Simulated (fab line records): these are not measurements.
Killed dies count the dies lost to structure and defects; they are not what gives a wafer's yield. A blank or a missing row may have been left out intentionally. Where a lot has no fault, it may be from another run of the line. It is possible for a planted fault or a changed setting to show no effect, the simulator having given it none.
Chamber matching | flow gf180mcu | GF_V3_CVD_02 on pecvd-01 has 3 sister chambers
The step deposits SiO2 from TEOS, target thk 850 nm, time 94.851 s. 20 wafers are shown with their chamber, then 10 later ones without.

EACH WAFER AND ITS CHAMBER
wafer  | chamber | heater_power_w (W) | susceptor_temp_C (C)
L075.1 | 2       | 883                | 399.68
L075.2 | 1       | 583                | 400.13
L075.4 | 2       | 721                | 399.81
L083.1 | 0       | 649                | 399.88
L083.4 | 0       | 520                | 399.89
L083.5 | 1       | 581                | 400.36
L086.1 | 1       | 526                | 400.12
L086.4 | 0       | 521                | 399.60
L086.5 | 1       | 568                | 399.77
L087.2 | 2       | 728                | 399.91
L087.3 | 0       | 588                | 400.11
L087.4 | 0       | 619                | 399.73
L090.2 | 0       | 583                | 400.04
L090.5 | 1       | 532                | 399.87
L090.6 | 0       | 624                | 400.02
L091.1 | 2       | 902                | 399.59
L091.4 | 2       | 713                | 399.78
L091.5 | 0       | 616                | 399.95
L092.3 | 2       | 845                | 399.88
L092.5 | 0       | 622                | 399.60

SIGNATURES, as means of the wafers listed above
reading          | chamber 0 | chamber 1 | chamber 2 | scatter within a chamber
heater_power_w   | 593.56    | 558.00    | 798.67    | 58.4
susceptor_temp_C | 399.8689  | 400.0500  | 399.7750  | 0.184
Rule: for each reading, subtract the chamber's mean from the wafer's reading, divide by that reading's scatter and square the result; add these up over the readings and take the root, which gives the wafer's distance from the chamber. The wafer belongs to the nearest chamber; if the next one is less than 2 further off, it can't be placed. How the scatter is found: for the shown wafers, subtract from each reading the mean of its chamber, square and add these, divide the total by (wafers less chambers), then take the root.

WAFERS WITHOUT THEIR CHAMBER
wafer  | heater_power_w (W) | susceptor_temp_C (C)
L092.6 | 471                | 399.58
L095.1 | 655                | 399.96
L095.2 | 902                | 400.19
L095.3 | 557                | 399.99
L096.3 | 502                | 400.18
L096.4 | 526                | 400.03
L096.6 | 565                | 400.07
L097.1 | 662                | 400.47
L097.4 | 742                | 399.91
L097.6 | 523                | 400.15

WHICH CHAMBER EACH ONE RAN IN
wafer  | from the rows above          | in truth
L092.6 | can't be placed: 0 or 1      | 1
L095.1 | can't be placed: 0 or 1 or 2 | 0
L095.2 | 2                            | 2
L095.3 | can't be placed: 1 or 0      | 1
L096.3 | can't be placed: 1 or 0      | 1
L096.4 | can't be placed: 1 or 0      | 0
L096.6 | can't be placed: 1 or 0      | 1
L097.1 | can't be placed: 1 or 0 or 2 | 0
L097.4 | can't be placed: 2 or 0      | 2
L097.6 | can't be placed: 1 or 0      | 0
Correctly placed: 1 of 10. These rows do not allow placing 9 (true chamber among the candidates in 9). Wrongly placed: 0.
